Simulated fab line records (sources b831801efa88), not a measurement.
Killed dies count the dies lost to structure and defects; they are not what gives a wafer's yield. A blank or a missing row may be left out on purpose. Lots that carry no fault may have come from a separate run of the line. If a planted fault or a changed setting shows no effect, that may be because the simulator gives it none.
Struck lot and sound lot, side by side -- flow sky130 -- 43 out of 708 route steps
Sound: these wafers, L806.1, L806.2, L806.4. Struck: wafer L812.1 (left out: L812.3, L812.4 of the same lot, which were not struck); the cause appears at the end.
Each step with rows lists, per side, the tool, then ch with its chambers, then its first start. Under that, the readings that differ: sound wafers -- struck wafers -- difference of the means -- sigmas: that difference in standard deviations of wafers without a fault.
alike: words and numbers the same on both sides, and readings whose means are apart by under 2 such deviations; not compared: readings that were withheld, readings missing a value for some wafer, numbers with overlapping values and no deviation given by the record, and bounds like >300 which may hide the same value.
Wherever a step has rows on one side only, a row that says differs or no value, or a row with sigmas, the two part there. Numbers that have no deviation but don't overlap get no sigmas and don't part them. A reading that every wafer of one side lacks parts them only if that side has two wafers or more.

first, 6 steps without rows for these wafers: SKY_VIA3_ETCH_14 (etches BARC in N2/H2, stops on SiO2, time 45.9 s, target depth 60 nm); SKY_VIA3_ETCH_15 (etches SiO2 in C4F8/O2/Ar, stops on TiN, target depth 507 nm, time 78 s); SKY_VIA3_STRIP_16 (strips in O2/N2); SKY_VIA3_STRIP_17 (strips in post etch residue remover, time 1200 s); SKY_VIA3_CLEAN_18 (cleans in IPA, time 180 s); SKY_VIA3_CLEAN_19 (cleans in O3/DIW).
SKY_VIA3_SPUTTER_20: material TiN, target thk 20 nm, time 80 s.
  sound on pvd_sputter-03 at day 40 18:55; struck on pvd_sputter-03 at day 42 04:29
  alike: throttle_valve_pct
then, 1 step without rows for these wafers: SKY_VIA3_CVD_21 (deposits W, target thk 390 nm, time 117.31 s).
SKY_VIA3_RS_MEAS_22: a four-point-probe measurement.
  sound on film_metro-04 at day 40 19:06; struck on film_metro-02 at day 42 04:40
reading,sound,struck,difference,sigmas
VIA3_W_RS (ohm/sq),0.303 0.298 0.299,0.293,-0.007,-2
SKY_VIA3_THK_MEAS_23: measures by xrf.
  sound on film_metro-04 at day 40 19:13; struck on film_metro-02 at day 42 04:47
reading,sound,struck,difference,sigmas
VIA3_W_THK (nm),386 391 392,405,+15,+3
then, 1 step without rows for these wafers: SKY_VIA3_CMP_24 (polishes, stops on SiO2, t overpolish 20 s, target thk 0 nm).
SKY_METAL4_SPUTTER_00: material Ti, target thk 15 nm, time 10 s.
  sound on pvd_sputter-02 at day 40 19:35; struck on pvd_sputter-04 at day 42 05:08
reading,sound,struck,difference,sigmas
throttle_valve_pct (%),30.5 33.1 32.1,28.2,-3.7,-2
SKY_METAL4_SPUTTER_01: material TiN, target thk 20 nm, time 16.7 s.
  sound on pvd_sputter-02 at day 40 19:37; struck on pvd_sputter-04 at day 42 05:10
reading,sound,struck,difference,sigmas
throttle_valve_pct (%),30.6 32.9 32.0,27.8,-4.0,-3
then, 3 steps without rows for these wafers: SKY_METAL4_SPUTTER_02 (material AlCu, target thk 735 nm, time 39.1 s); SKY_METAL4_SPUTTER_03 (material Ti, target thk 5 nm, time 3.3 s); SKY_METAL4_SPUTTER_04 (material TiN, target thk 70 nm, time 58.3 s).
SKY_CAP2M_CVD_00: deposits SiO2, target thk 15.5 nm.
  sound on pecvd-04 ch 0,2, day 40 19:44; struck on pecvd-03 ch 2, day 42 05:17
  alike: heater_power_w
SKY_CAP2M_THK_MEAS_01:
  sound on film_metro-04 at day 40 19:46; struck on film_metro-04 at day 42 05:19
  alike: CAP2M_CVD_00_THK
SKY_CAP2M_SPUTTER_02: material TiN, target thk 200 nm, time 166.7 s.
  sound on pvd_sputter-03 at day 40 19:49; struck on pvd_sputter-03 at day 42 05:23
  alike: substrate_temp_c, throttle_valve_pct
SKY_CAP2M_RS_MEAS_03: a four-point-probe measurement.
  sound on film_metro-01 at day 40 19:56; struck on film_metro-01 at day 42 05:29
  alike: CAP2M_TIN_RS
SKY_CAP2M_THK_MEAS_04: measures by xrf.
  sound on film_metro-01 at day 40 20:03; struck on film_metro-01 at day 42 05:37
  alike: CAP2M_TIN_THK
then, 7 steps without rows for these wafers: SKY_CAP2M_DEHYDRATE_05 (time 60 s); SKY_CAP2M_HMDS_06 (prime time 60 s); SKY_CAP2M_COAT_07 (resist thk 1140 nm); SKY_CAP2M_SOFTBAKE_08 (time 60 s); SKY_CAP2M_EXPOSE_09 (exposes mask CAP2M, target cd 1000 nm); SKY_CAP2M_PEB_10; SKY_CAP2M_DEVELOP_11 (develop time 60 s).
SKY_CAP2M_OVL_MEAS_12:
  sound on overlay-01 at day 41 20:16; struck on overlay-01 at day 43 04:44
  alike: CAP2M_OVL
SKY_CAP2M_METAL_ETCH_13: etches TiN in Cl2/BCl3, stops on SiO2, target depth 220 nm, time 62.9 s.
  sound on rie_metal-02 ch 0,1, day 41 20:18; struck on rie_metal-04 ch 1, day 43 04:46
  alike: drypump_motor_current_A, oes_product_au, throttle_valve_pct
  not compared: rf_hours_counter_h
then, 12 steps without rows for these wafers: SKY_CAP2M_STRIP_14 (strips in O2/N2); SKY_CAP2M_STRIP_15 (strips in post etch residue remover, time 1200 s); SKY_CAP2M_CLEAN_16 (cleans in IPA, time 180 s); SKY_CAP2M_CLEAN_17 (cleans in O3/DIW); SKY_METAL4_DEHYDRATE_05 (time 60 s); SKY_METAL4_HMDS_06 (prime time 60 s); SKY_METAL4_COAT_07 (resist thk 60 nm); SKY_METAL4_COAT_08 (resist thk 1140 nm); SKY_METAL4_SOFTBAKE_09 (time 90 s); SKY_METAL4_EXPOSE_10 (exposes mask MM4, target cd 300 nm); SKY_METAL4_PEB_11; SKY_METAL4_DEVELOP_12 (develop time 60 s).
-- the record jumps here: 5 days lie between the struck wafers' starts before and after (it left off in module METAL4 and takes up again in module PAD_OPEN, whose first step shown is number 708 of the route) --
SKY_PAD_OPEN_PROBE_99:
  sound on prober-02 at day 46 18:55; struck on prober-02 at day 47 22:46
reading,sound,struck,difference,sigmas
defect_limited_yield (%),81.7 83.7 79.7,74.4,-7.3,-4
killed_at_M4_up,4 3 2,59,+56,+28
killed_dies,90 80 100,126,+36,+4
sort_bin_3_pad_short (%),1.4 1.4 1.0,4.1,+2.8,+7
sort_bin_5_function (%),10.8 11.6 8.9,16.7,+6.3,+4
sort_n_pass,402 412 392,366,-36,-4
sort_yield_pct (%),81.7 83.7 79.7,74.4,-7.3,-4
model.etest.tester.sort_n_pass,402 412 392,366,-36,
model.etest.tester.sort_yield_pct (%),81.71 83.74 79.67,74.39,-7.32,
model.etest.tester.sort_bin_5_pct (%),10.77 11.59 8.943,16.67,+6.24,
model.etest.tester.sort_bin_3_pct (%),1.423 1.423 1.016,4.065,+2.778,
  alike: killed_at_M0_to_M3, killed_at_contacts, killed_at_front_end, killed_at_other, killed_on_rim, killed_open, killed_short, sort_bin_6_memory

== WHERE THEY PART ==
Earliest at SKY_VIA3_RS_MEAS_22; latest, in this record, at SKY_PAD_OPEN_PROBE_99.

WHY: the cause the simulator had injected
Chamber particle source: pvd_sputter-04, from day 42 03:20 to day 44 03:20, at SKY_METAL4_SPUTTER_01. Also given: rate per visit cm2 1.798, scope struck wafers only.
